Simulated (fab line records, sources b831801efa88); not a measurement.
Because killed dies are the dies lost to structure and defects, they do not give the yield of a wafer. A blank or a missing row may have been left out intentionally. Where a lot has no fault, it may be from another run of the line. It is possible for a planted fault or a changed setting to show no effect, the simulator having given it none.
2 desks looking at one fault -- flow gf180mcu -- what lay behind the numbers comes last; until then each desk has only its own

## AT THE TOOL OWNER'S DESK: pvdSputter-02
At GF_V5_SPUTTER_22 (material TiN, target thk 10 nm, time 40 s) the tool's own readings: per lot run on this tool, the mean of the sampled wafers that have a number. Any lot whose mean is over 4 standard deviations away from the usual mean is out of limits and marked OUT; that distance is given in the brackets.
Columns: A = chamberPressurePa at GF_V5_SPUTTER_22, usual 4.999 Pa; B = throttleValvePct at GF_V5_SPUTTER_22, usual 30.0 %
lot,first seen here,A,B
L567,day 27 05:01,4.995,30.3
L569,day 27 17:01,5.172 (+18) OUT,29.3
L570,day 28 10:16,5.173 (+18) OUT,30.2
L584,day 32 02:24,4.997,30.6
Finding of this desk: L569, L570 out of limits; the first was L569 at day 27 17:01, on chamberPressurePa at GF_V5_SPUTTER_22. Within limits: L567, L584.

## METROLOGY DESK
Means of the sampled wafers that have a number, per lot and without regard to the tool the lot ran on: this is what the gauges read. Any lot whose mean is over 4 standard deviations away from the usual mean is out of limits and marked OUT; that distance is given in the brackets.
Columns: A = cdNm at GF_V5_CD_MEAS_14, usual 260.4 nm; B = V5_OVL at GF_V5_OVL_MEAS_15, usual 2 nm
lot,first seen here,A,B
L567,day 27 04:09,262.1,-4
L569,day 27 16:07,259.9,2
L570,day 28 03:56,259.1,4
L584,day 32 01:28,260.0,-2
L585,day 32 05:36,260.7,-1
L588,day 32 22:35,260.2,7
Result from this desk: across the 6 lots, nothing is out of limits.

## PUT TOGETHER
At day 27 17:01, on L569, L570, the tool owner's desk was in a position to raise an alarm.
The metrology desk saw nothing out of limits.
The metrology desk has L569, L570 on record, within its limits.
Every lot named ran GF_V5_SPUTTER_22 on pvdSputter-02.

## WHAT THE SIMULATOR HAD PUT IN
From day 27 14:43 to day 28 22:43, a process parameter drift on pvdSputter-02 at GF_V5_SPUTTER_22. Setting chamberPressurePa, moved by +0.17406, from 5. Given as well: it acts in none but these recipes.
Shown lots that were struck: L569, L570.
Time in hours from fault onset to the first out-of-limits reading at each desk: the tool owner's desk, 2.
